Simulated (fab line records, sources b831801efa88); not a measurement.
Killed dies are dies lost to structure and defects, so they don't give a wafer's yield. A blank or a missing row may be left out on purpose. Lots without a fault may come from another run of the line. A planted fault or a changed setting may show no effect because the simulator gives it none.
fab line records | flow sky130
record lots=13 wafers=39 last_day=50
route steps=708 shown FIELD_ISO@15 DNWELL@43 PWDE@52 NWELL@63
lots that met no fault: from a run of the same line without faults
start_h: hours from the record's first day to the start of the lot's first wafer shown | wait_h: hours since the lot's step before | " the same as in the row above | L1.1+2: a row that stands for several wafers | - no value, or no start given | * or withheld: withheld | < > ~ a bound
route shown NAME@n: a module of which the file shows steps, and the number in the route of the first | usual: mean/standard deviation of fault-free wafers | same: alike in all rows | chamber/n: place in a boat | sites: the reading at each site | _std_site: their standard deviation | _edge_site: outer sites' mean less inner sites' | radius_mm: how far each site lies from the wafer's centre | mask NAME#n: copy n | behind: the tool/chamber that last shaped the wafer | hold: why the lot was held/for how many hours/how that ended | device: the transistor (n, p or np) that didn't switch | end of line: the same wafers' tests at the end of the route | a step without rows: its recipe alone | killed: dies lost to structure and defects at the first sort, not the wafer's yield | map: a wafer's dies, x killed, . not, _ none there
set.NAME: the setting as run; set.NAME@STEP: as run at that earlier step | model.NAME: the simulator's own value behind a step, which no gauge read
steps of the route over a sample of lots; a table a step, a row a wafer
services: from which hour (start_h, from the record's first day; less than 0 if before it) a tool's chamber was out of use, for how many hours, and why
## steps
# step SKY_FIELD_ISO_ETCH_14
# recipe chemistry=N2/H2 target=BARC ion_energy_ev=200 source_w=500 bias_w=101.9 pressure_mtorr=30 n2_flow_sccm=100 h2_flow_sccm=200 stop_on=SiO2 time_s=45.9 target_depth_a=600
# usual bias_w=101.9/0.3 drypump_motor_current_A=5.8/0.5 oes_product_au=0.855/0.0055 run_length_s=74.2/0.43 throttle_valve_pct=13.226/0.0086
# columns lot.wafer tool chamber start_h wait_h bias_w drypump_motor_current_A oes_product_au rf_hours_counter_h run_length_s throttle_valve_pct
L839.2 rie_diel-04 1 32.32 0.1 102.1 6.5 0.864 106 73.8 13.228
L839.3 " 3 " " 102.2 6.2 0.858 127 74.5 13.214
L839.5 " 2 " " 101.5 5.5 0.848 - 73.9 13.231
L840.1 rie_diel-03 1 35.74 0.1 102.2 5.1 0.849 69 73.7 13.226
L840.4 " 0 " " 101.9 6.2 0.852 1 74.3 13.217
L840.6 " 2 " " 101.9 6.1 0.842 - 75.0 13.222
L842.1 rie_diel-02 3 45.52 0.1 102.2 5.8 0.860 133 74.0 13.240
L842.2 " 1 " " 102.2 5.5 0.852 170 74.2 13.226
L842.4 " 2 " " 101.8 6.1 0.856 - 75.3 13.237
L843.3 rie_diel-02 3 50.07 0.1 101.3 5.8 0.851 133 74.0 13.208
L843.4 " 2 " " 102.3 6.1 0.845 - 75.0 13.219
L843.6 " 1 " " 101.9 5.4 0.852 - 73.9 13.220
L844.2 rie_diel-04 2 55.07 0.1 101.7 5.5 0.849 2 74.0 13.215
L844.4 " 1 " " 101.5 6.5 0.860 106 74.0 13.234
L844.5 " 0 " " 102.2 4.7 0.866 - 74.1 13.215
L845.4 rie_diel-04 2 62.54 0.0 102.0 5.5 0.852 2 74.2 13.238
L845.5 " 1 " " 101.9 6.5 0.860 - 74.2 13.242
L845.6 " 2 " " 102.6 5.5 0.853 - 73.8 13.224
L846.2 rie_diel-04 1 73.99 0.1 102.4 6.5 0.851 107 74.2 13.226
L846.4 " 0 " " 101.9 4.7 0.855 1 74.4 13.226
L846.6 " 3 " " 102.0 6.2 0.862 - 74.7 13.221
L849.2 rie_diel-03 1 82.62 0.1 101.6 5.1 0.858 70 73.9 13.239
L849.3 " 2 " " 101.8 6.1 0.862 3 74.4 13.220
L849.6 " 2 " " 101.8 6.1 0.863 - 74.0 13.237
L850.3 rie_diel-02 2 86.77 0.1 101.5 6.1 0.860 146 75.1 13.219
L850.5 " 2 " " 102.4 6.1 0.848 - 74.9 13.235
L850.6 " 0 " " 101.7 5.9 0.853 - 73.9 13.222
L852.1 rie_diel-03 2 97.44 0.1 102.3 6.1 0.853 4 74.3 13.245
L852.3 " 0 " " 101.5 6.2 0.855 2 74.6 13.241
L852.5 " 3 " " 102.2 6.0 0.842 - 73.7 13.236
L858.2 rie_diel-04 3 128.12 0.1 102.1 6.2 0.847 128 74.2 13.218
L858.3 " 0 " " 102.0 4.7 0.860 2 74.1 13.225
L858.4 " 1 " " - 6.5 1.002 108 45.7 13.248
L860.1 rie_diel-03 2 137.97 0.1 101.5 6.1 0.853 4 74.0 13.224
L860.3 " 0 " " 101.8 6.2 0.858 2 74.3 13.241
L860.5 " 3 " " 101.4 6.0 0.867 - 74.3 13.219
L861.4 rie_diel-03 3 143.59 0.0 101.5 6.0 0.857 6 73.5 13.216
L861.5 " 1 " " 101.7 5.1 0.859 - 73.8 13.228
L861.6 " 2 " " 102.1 6.1 0.846 - 74.3 13.231
# step SKY_FIELD_ISO_ETCH_15
# recipe chemistry=CHF3/O2 target_depth_nm=180 stop_on=Si source_w=600 bias_w=200 pressure_mtorr=40 chf3_flow_sccm=50 O2_flow_sccm=5 time_s=72
# usual bias_w=200.0/0.63 drypump_motor_current_A=5.8/0.49 oes_product_au=0.945/0.0065 run_length_s=100.3/0.42 throttle_valve_pct=8.844/0.0092
# columns lot.wafer tool chamber start_h wait_h bias_w drypump_motor_current_A oes_product_au rf_hours_counter_h run_length_s throttle_valve_pct
L839.2 rie_diel-04 1 32.37 0.0 200.8 6.5 0.944 106 99.8 8.841
L839.3 " 3 " " 199.0 6.3 0.937 127 100.4 8.849
L839.5 " 2 " " 199.0 5.5 0.942 - 100.2 8.857
L840.1 rie_diel-03 1 35.79 0.0 200.6 5.1 0.960 69 100.1 8.841
L840.4 " 0 " " 199.5 6.2 0.950 1 100.7 8.860
L840.6 " 2 " " 199.8 6.1 0.953 - 100.2 8.847
L842.1 rie_diel-02 3 45.57 0.0 200.2 5.8 0.946 133 100.2 8.846
L842.2 " 1 " " 201.0 5.5 0.941 170 100.2 8.850
L842.4 " 2 " " 200.1 6.1 0.941 - 101.0 8.841
L843.3 rie_diel-02 3 50.11 0.0 200.4 5.8 0.955 133 100.1 8.846
L843.4 " 2 " " 198.5 6.1 0.938 - 101.0 8.842
L843.6 " 1 " " 199.6 5.5 0.945 - 100.3 8.844
L844.2 rie_diel-04 2 55.12 0.0 200.1 5.5 0.935 2 100.0 8.840
L844.4 " 1 " " 200.3 6.5 0.931 106 99.9 8.830
L844.5 " 0 " " 202.0 4.7 0.934 - 100.5 8.846
L845.4 rie_diel-04 2 62.58 0.0 200.7 5.5 0.939 2 99.8 8.837
L845.5 " 1 " " 199.9 6.5 0.941 - 100.0 8.843
L845.6 " 2 " " 200.7 5.5 0.938 - 99.8 8.852
L846.2 rie_diel-04 1 74.04 0.0 200.9 6.5 0.954 107 99.8 8.834
L846.4 " 0 " " 199.8 4.7 0.954 1 100.8 8.854
L846.6 " 3 " " 199.7 6.2 0.946 - 100.6 8.846
L849.2 rie_diel-03 1 82.67 0.0 199.3 5.1 0.937 70 100.0 8.856
L849.3 " 2 " " 200.0 6.1 0.944 3 100.2 8.841
L849.6 " 2 " " 199.6 6.1 0.942 - 100.2 8.842
L850.3 rie_diel-02 2 86.81 0.0 200.6 6.1 0.941 146 101.1 8.845
L850.5 " 2 " " 201.1 6.1 0.934 - 101.3 8.822
L850.6 " 0 " " 200.0 5.9 0.947 - 99.8 8.845
L852.1 rie_diel-03 2 97.48 0.0 199.9 6.1 0.952 4 100.4 8.844
L852.3 " 0 " " 199.3 6.2 0.946 2 100.8 8.839
L852.5 " 3 " " 200.1 6.0 0.953 - 100.0 8.851
L858.2 rie_diel-04 3 128.16 0.0 200.1 6.2 0.944 128 100.3 8.840
L858.3 " 0 " " 199.7 4.7 0.940 2 100.6 8.832
L858.4 " 1 " " 200.1 6.5 0.378 108 100.1 8.672
L860.1 rie_diel-03 2 138.01 0.0 201.8 6.1 0.942 4 100.1 8.839
L860.3 " 0 " " 199.6 6.2 0.941 2 100.4 8.841
L860.5 " 3 " " 200.5 6.0 0.947 - 100.1 8.831
L861.4 rie_diel-03 3 143.63 0.0 200.0 6.0 0.936 6 99.6 8.850
L861.5 " 1 " " 199.5 5.1 0.941 - 100.1 8.828
L861.6 " 2 " " 200.3 6.1 0.933 - 100.2 8.841
# step SKY_DNWELL_STRIP_08
# recipe chemistry=O2/N2 power_w=1400 pressure_mtorr=1500 platen_temp_c=withheld o2_flow_sccm=3000 n2_flow_sccm=300 overash_fraction=0.5
# usual drypump_motor_current_A=5.4/0.52 o2_flow_sccm=3001/8.1 oes_product_au=0.723/0.0047 strip_time_to_endpoint_s=36.95/0.12
# columns lot.wafer tool chamber start_h wait_h drypump_motor_current_A o2_flow_sccm oes_product_au rf_hours_counter_h strip_time_to_endpoint_s
L840.1 plasma_asher-02 0 65.15 0.1 5.2 3000 0.720 39 37.01
L840.4 " 1 " " 4.7 3009 0.722 - 37.02
L840.6 " 0 " " 5.2 2992 0.718 - 36.99
L839.2 plasma_asher-03 1 65.80 0.1 5.6 3004 0.721 36 36.85
L839.3 " 1 " " 5.7 3013 0.719 - 36.85
L839.5 " 1 " " 5.7 3005 0.724 - 36.77
L842.1 plasma_asher-04 1 79.70 0.1 5.5 3002 0.728 28 36.75
L842.2 " 0 " " 6.2 2996 0.722 28 36.85
L842.4 " 1 " " 5.5 3000 0.721 - 36.90
L843.3 plasma_asher-04 0 86.13 0.1 6.2 2993 0.732 - 36.91
L843.4 " 1 " " 5.5 3001 0.718 - 36.97
L843.6 " 1 " " 5.5 2999 0.723 - 36.96
L844.2 plasma_asher-02 0 86.64 0.1 5.2 2997 0.725 43 37.01
L844.4 " 0 " " 5.2 3003 0.729 - 37.03
L844.5 " 0 " " 5.2 3003 0.728 - 36.97
L845.4 plasma_asher-02 0 92.03 0.1 5.2 3007 0.714 - 37.00
L845.5 " 0 " " 5.2 3011 0.721 - 37.12
L845.6 " 1 " " 4.8 3007 0.718 - 37.00
L846.2 plasma_asher-04 1 100.74 0.1 5.5 2994 0.723 32 36.85
L846.4 " 1 " " 5.5 2989 0.728 - 36.97
L846.6 " 0 " " 6.2 2995 0.722 - 36.87
L849.2 plasma_asher-04 1 108.60 0.1 5.5 2991 0.728 33 37.04
L849.3 " 1 " " 5.4 3005 0.718 - 36.90
L849.6 " 0 " " 6.2 2996 0.724 - 37.16
L850.3 plasma_asher-04 0 115.92 0.1 6.2 3009 0.726 - 36.95
L850.5 " 0 " " 6.2 3027 0.723 - 37.02
L850.6 " 1 " " 5.5 2990 0.728 - 36.98
L852.1 plasma_asher-03 1 122.90 0.1 5.7 3004 0.726 1 36.87
L852.3 " 1 " " 5.7 3002 0.722 - 36.78
L852.5 " 1 " " 5.7 2996 0.731 - 36.73
L858.2 plasma_asher-03 0 154.89 0.1 6.1 3013 0.723 4 37.10
L858.3 " 0 " " 6.1 3001 0.723 - 37.04
L858.4 " 1 " " 5.7 3003 0.718 - 37.01
L860.1 plasma_asher-03 0 166.70 0.1 6.1 3008 0.717 5 37.00
L860.3 " 0 " " 6.1 3003 0.720 - 36.94
L860.5 " 1 " " 5.7 3011 0.721 - 36.82
L861.4 plasma_asher-02 0 170.32 0.1 5.2 2989 0.720 - 36.64
L861.5 " 0 " " 5.2 3004 0.727 - 36.64
L861.6 " 1 " " 4.7 2998 0.720 - 36.70
# step SKY_PWDE_OVL_MEAS_07
# usual PWDE_OVL=-0.8/1.4
# columns lot.wafer tool chamber start_h wait_h PWDE_OVL[nm]
L840.1 overlay-02 - 80.69 - -2.3
L840.4 " - " " -1.8
L840.6 " - " " -1.3
L839.2 overlay-01 - 82.24 - -1.0
L839.3 " - " " -1.2
L839.5 " - " " -0.4
L842.1 overlay-02 - 96.37 - 0.3
L842.2 " - " " 1.2
L842.4 " - " " -0.3
L843.3 overlay-02 - 102.53 - 0.3
L843.4 " - " " -0.2
L843.6 " - " " -0.6
L844.2 overlay-02 - 103.18 - -1.7
L844.4 " - " " -0.9
L844.5 " - " " 0.9
L845.4 overlay-02 - 110.20 - 0.9
L845.5 " - " " -0.6
L845.6 " - " " 0.8
L846.2 overlay-02 - 118.89 - -1.5
L846.4 " - " " -3.2
L846.6 " - " " -2.6
L849.2 overlay-01 - 127.33 - 0.1
L849.3 " - " " 1.4
L849.6 " - " " -0.1
L850.3 overlay-02 - 134.40 - -1.1
L850.5 " - " " 0.2
L850.6 " - " " -0.8
L852.1 overlay-01 - 142.32 - -0.4
L852.3 " - " " -2.1
L852.5 " - " " -1.9
L858.2 overlay-02 - 175.46 - -3.8
L858.3 " - " " -1.9
L858.4 " - " " -
L860.1 overlay-02 - 187.85 - -0.9
L860.3 " - " " -2.3
L860.5 " - " " -1.3
L861.4 overlay-02 - 191.52 - 0.0
L861.5 " - " " -1.6
L861.6 " - " " 1.1
# step SKY_NWELL_OVL_MEAS_10
# usual NWELL_00_OVL=-1.4/1.2
# columns lot.wafer tool chamber start_h wait_h NWELL_00_OVL[nm]
L840.1 overlay-01 - 97.97 - 0.0
L840.4 " - " " -0.5
L840.6 " - " " 0.5
L839.2 overlay-01 - 99.35 - -1.7
L839.3 " - " " -1.1
L839.5 " - " " -1.4
L842.1 overlay-02 - 115.09 - -1.0
L842.2 " - " " -1.8
L842.4 " - " " -3.0
L843.3 overlay-01 - 120.48 - -5.4
L843.4 " - " " -2.5
L843.6 " - " " -3.1
L844.2 overlay-01 - 121.13 - -3.7
L844.4 " - " " -4.8
L844.5 " - " " -3.6
L845.4 overlay-01 - 129.01 - -2.3
L845.5 " - " " -0.9
L845.6 " - " " -3.0
L846.2 overlay-02 - 137.50 - -1.5
L846.4 " - " " -1.0
L846.6 " - " " -0.9
L849.2 overlay-02 - 146.79 - 0.2
L849.3 " - " " -0.6
L849.6 " - " " -0.1
L850.3 overlay-01 - 154.05 - -1.4
L850.5 " - " " -2.8
L850.6 " - " " 0.0
L852.1 overlay-02 - 163.44 - -1.2
L852.3 " - " " -0.7
L852.5 " - " " 0.1
L858.2 overlay-01 - 196.29 - -2.2
L858.3 " - " " -2.9
L858.4 " - " " -
L860.1 overlay-01 - 209.69 - 0.3
L860.3 " - " " -0.9
L860.5 " - " " -0.7
L861.4 overlay-02 - 213.09 - 0.3
L861.5 " - " " -0.4
L861.6 " - " " 0.4
# step SKY_NWELL_STRIP_25
# recipe chemistry=O2/N2 power_w=1400 pressure_mtorr=1500 platen_temp_c=withheld o2_flow_sccm=3000 n2_flow_sccm=300 overash_fraction=0.5
# usual drypump_motor_current_A=5.6/0.48 o2_flow_sccm=3002/10 oes_product_au=0.722/0.0044 strip_time_to_endpoint_s=36.92/0.095
# columns lot.wafer tool chamber start_h wait_h drypump_motor_current_A o2_flow_sccm oes_product_au rf_hours_counter_h strip_time_to_endpoint_s
L840.1 plasma_asher-04 1 116.91 0.1 5.5 2998 0.722 34 36.82
L840.4 " 0 " " 6.2 3003 0.716 - 36.78
L840.6 " 0 " " 6.2 2988 0.722 - 36.78
L839.2 plasma_asher-04 1 118.91 0.1 5.6 3003 0.724 34 36.99
L839.3 " 1 " " 5.6 3003 0.720 - 36.94
L839.5 " 1 " " 5.5 3001 0.720 - 37.06
L842.1 plasma_asher-02 1 133.71 0.1 4.8 3019 0.727 49 36.94
L842.2 " 0 " " 5.2 2989 0.720 49 36.87
L842.4 " 0 " " 5.2 2985 0.725 - 36.94
L843.3 plasma_asher-04 1 139.36 0.1 5.5 2993 0.717 - 36.85
L843.4 " 0 " " 6.2 3003 0.726 - 36.78
L843.6 " 1 " " 5.5 3013 0.723 - 36.95
L844.2 plasma_asher-01 1 140.22 0.1 6.1 2986 0.730 46 36.91
L844.4 " 0 " " 5.6 3002 0.725 - 36.90
L844.5 " 1 " " 6.1 3007 0.716 - 36.91
L845.4 plasma_asher-02 1 148.84 0.1 4.7 3012 0.723 - 36.82
L845.5 " 0 " " 5.2 3022 0.722 - 36.77
L845.6 " 1 " " 4.7 3009 0.726 - 36.82
L846.2 plasma_asher-01 1 158.32 0.1 6.0 2995 0.718 47 36.98
L846.4 " 0 " " 5.6 2980 0.722 - 36.95
L846.6 " 0 " " 5.6 3001 0.721 - 37.07
L849.2 plasma_asher-04 1 167.21 0.1 5.5 2988 0.722 39 36.82
L849.3 " 0 " " 6.2 2999 0.716 - 36.77
L849.6 " 1 " " 5.6 3000 0.719 - 36.81
L850.3 plasma_asher-02 0 175.26 0.1 5.2 2987 0.714 - 36.97
L850.5 " 0 " " 5.2 2992 0.720 - 37.10
L850.6 " 1 " " 4.7 3010 0.726 - 36.92
L852.1 plasma_asher-01 0 184.58 0.1 5.6 3005 0.726 50 37.01
L852.3 " 0 " " 5.6 3005 0.724 - 36.99
L852.5 " 0 " " 5.6 3015 0.721 - 36.95
L858.2 plasma_asher-04 1 219.56 0.1 5.5 2992 0.727 44 36.90
L858.3 " 1 " " 5.5 3000 0.727 - 36.91
L858.4 " 0 " " 6.2 2991 0.716 - 36.94
L860.1 plasma_asher-02 1 232.03 0.1 4.7 2987 0.720 59 36.94
L860.3 " 1 " " 4.7 2984 0.729 - 36.93
L860.5 " 0 " " 5.2 2997 0.723 - 36.92
L861.4 plasma_asher-01 0 235.59 0.1 5.6 3006 0.723 - 36.95
L861.5 " 0 " " 5.6 3019 0.716 - 36.98
L861.6 " 1 " " 6.0 3001 0.730 - 36.98
# step SKY_NWELL_TW_MEAS_26
# usual NWELL_2_TW=502.7/2.4
# columns lot.wafer tool chamber start_h wait_h NWELL_2_TW
L840.1 film_metro-01 - 117.01 0.1 501.2
L840.4 " - " " 505.2
L840.6 " - " " 501.8
L839.2 film_metro-04 - 119.02 0.1 503.9
L839.3 " - " " 505.1
L839.5 " - " " 502.1
L842.1 film_metro-03 - 133.81 0.1 499.4
L842.2 " - " " 500.6
L842.4 " - " " 502.1
L843.3 film_metro-03 - 139.45 0.1 504.3
L843.4 " - " " 503.1
L843.6 " - " " 503.1
L844.2 film_metro-04 - 140.33 0.1 502.1
L844.4 " - " " 503.3
L844.5 " - " " 503.9
L845.4 film_metro-04 - 148.94 0.1 499.4
L845.5 " - " " 501.4
L845.6 " - " " 504.1
L846.2 film_metro-01 - 158.43 0.1 505.7
L846.4 " - " " 505.0
L846.6 " - " " 506.4
L849.2 film_metro-03 - 167.32 0.1 502.9
L849.3 " - " " 503.1
L849.6 " - " " 501.1
L850.3 film_metro-03 - 175.35 0.1 503.7
L850.5 " - " " 500.1
L850.6 " - " " 503.2
L852.1 film_metro-03 - 184.68 0.1 502.0
L852.3 " - " " 501.8
L852.5 " - " " 502.4
L858.2 film_metro-03 - 219.67 0.1 504.2
L858.3 " - " " 506.8
L858.4 " - " " 506.3
L860.1 film_metro-04 - 232.13 0.1 502.5
L860.3 " - " " 502.5
L860.5 " - " " 504.3
L861.4 film_metro-04 - 235.69 0.1 506.3
L861.5 " - " " 501.0
L861.6 " - " " 503.9
## services
# columns tool chamber start_h hours kind
rie_diel-04 0 19.92 30.9 repair
plasma_asher-03 - 23.71 14.6 pm
rie_diel-02 0 33.36 32.6 repair
rie_diel-03 - 41.84 0.2 repair
rie_diel-02 3 60.26 11.9 repair
rie_diel-02 2 64.31 3.8 repair
rie_diel-03 3 70.52 5.6 repair
plasma_asher-03 - 71.85 34.2 repair
rie_diel-02 1 72.14 - clean
rie_diel-02 1 72.14 18.7 scheduled_down
rie_diel-02 1 72.14 18.7 vent_cycle
plasma_asher-01 - 72.94 28.1 pm
rie_diel-02 0 89.31 8.7 repair
plasma_asher-03 - 108.75 9.0 pm
rie_diel-04 2 130.97 13.3 repair
plasma_asher-04 - 163.27 1.4 repair
rie_diel-04 0 164.48 8.6 repair
rie_diel-04 - 166.96 0.7 repair
plasma_asher-01 - 172.96 2.8 pm
plasma_asher-01 - 176.38 2.1 repair
plasma_asher-01 - 182.90 1.5 repair
rie_diel-04 - 186.16 1.3 repair
rie_diel-02 - 193.92 0.8 repair
rie_diel-02 1 218.74 2.8 repair
## key
first_sign step=SKY_FIELD_ISO_ETCH_14 reading=run_length_s direction=down sigmas=66 usual=* struck=*
effect step=SKY_FIELD_ISO_ETCH_14 reading=oes_product_au direction=up sigmas=27 usual=0.855 struck=1.002
effect step=SKY_FIELD_ISO_ETCH_15 reading=oes_product_au direction=down sigmas=87 usual=0.945 struck=0.378
effect step=SKY_PWDE_OVL_MEAS_07 reading=PWDE_OVL direction=missing
effect step=SKY_NWELL_OVL_MEAS_10 reading=NWELL_00_OVL direction=missing
met_at SKY_FIELD_ISO_ETCH_14
struck_lots L858
struck_wafers L858.4
sort_left_out L858.4
tester_left_out L858
not_acting_at SKY_DNWELL_STRIP_08,SKY_NWELL_STRIP_25,SKY_NWELL_TW_MEAS_26
onset_between 73.99 128.12
fault kind=process_parameter_drift tool=rie_diel-04 chamber=- onset_h=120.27 steps=SKY_FIELD_ISO_ETCH_14 channel=time_s offset=* shape=step end_h=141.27 scope=struck_wafers_only acts_in=* stated=*
# tester_left_out: of these lots the tester's yield and bins aren't shown, on N5 and GAA mostly nor the transistor test; their killed dies are dies lost to structure and defects alone, not to doping, threshold or leakage, so they don't give the yield
# sort_left_out: the simulated sort isn't trusted on such a fault, so these wafers' sort isn't shown, and their yield isn't known
